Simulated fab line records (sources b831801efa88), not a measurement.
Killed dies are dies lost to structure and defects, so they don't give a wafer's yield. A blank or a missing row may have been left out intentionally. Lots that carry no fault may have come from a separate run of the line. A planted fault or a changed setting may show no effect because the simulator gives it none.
Struck lot and sound lot, side by side	flow gf180mcu	14 out of 602 route steps
Sound: these wafers, L928.1, L928.5, L928.6. Wafers struck: L921.2, L921.5, L921.6. Last of all comes the cause.
For every step that has rows: the tool of each side, followed by ch and its chambers, followed by its first start. Under that, the readings that differ: sound wafers	struck wafers	difference of the means	sigmas: that difference in standard deviations of wafers without a fault.
alike: readings whose means differ by less than 2 such deviations, and words and numbers that are the same on both sides. not compared: withheld readings, readings that some wafer has no value for, bounds like >300 that may hide the same value, and numbers for which the record gives no deviation and whose values overlap.
A row with sigmas, a row that says differs or no value, or rows on one side alone: a step with any of these is where the two part. Non-overlapping numbers with no deviation appear without sigmas and do not part them. A reading missing from all wafers of one side parts the sides only when that side holds two or more wafers.

GF_HV_LDD_OVL_MEAS_32:
  struck on overlay-02, day 15 21:45; sound on overlay-02, day 18 04:02
  alike: HV_LDD_02_OVL
then, 4 steps without rows for these wafers: GF_HV_LDD_IMPLANT_33; GF_HV_LDD_IMPLANT_34; GF_HV_LDD_IMPLANT_35; GF_HV_LDD_IMPLANT_36.
GF_HV_LDD_STRIP_37: strips in O2/N2.
  sound on plasmaAsher-02 ch 0,1, day 18 04:41; struck on plasmaAsher-02 ch 0,1, day 15 22:23
  alike: chamberPressureMTorr, drypumpMotorCurrentA, heaterPowerW, oesProductAu, stripTimeToEndpointS
  not compared: rfHoursCounterH
GF_HV_LDD_TW_MEAS_38:
  struck on filmMetro-03, day 15 22:29; sound on filmMetro-01, day 18 04:47
  alike: HV_LDD_3_TW
then, 5 steps without rows for these wafers: GF_HV_LDD_DEHYDRATE_39 (time 60 s); GF_HV_LDD_HMDS_40 (prime time 60 s); GF_HV_LDD_COAT_41 (resist thk 1000 nm); GF_HV_LDD_SOFTBAKE_42 (time 60 s); GF_HV_LDD_EXPOSE_43 (exposes mask Pplus HV AREA, target cd 400 nm).
GF_HV_LDD_PEB_44:
  struck on lithoTrack-01, day 16 20:17; sound on lithoTrack-01 ch 0, day 19 04:22
reading	sound	struck	difference	sigmas
exhaustPa (Pa)	45.8 45.2 45.3	- - -	no value on the struck wafers	
  not compared: chillPlateTempC, timeS
then, 1 step without rows for these wafers: GF_HV_LDD_DEVELOP_45 (develop time 60 s).

## WHERE THEY PART
At GF_HV_LDD_PEB_44 and nowhere else, as far as this record goes.

WHY: whatever the simulator had introduced
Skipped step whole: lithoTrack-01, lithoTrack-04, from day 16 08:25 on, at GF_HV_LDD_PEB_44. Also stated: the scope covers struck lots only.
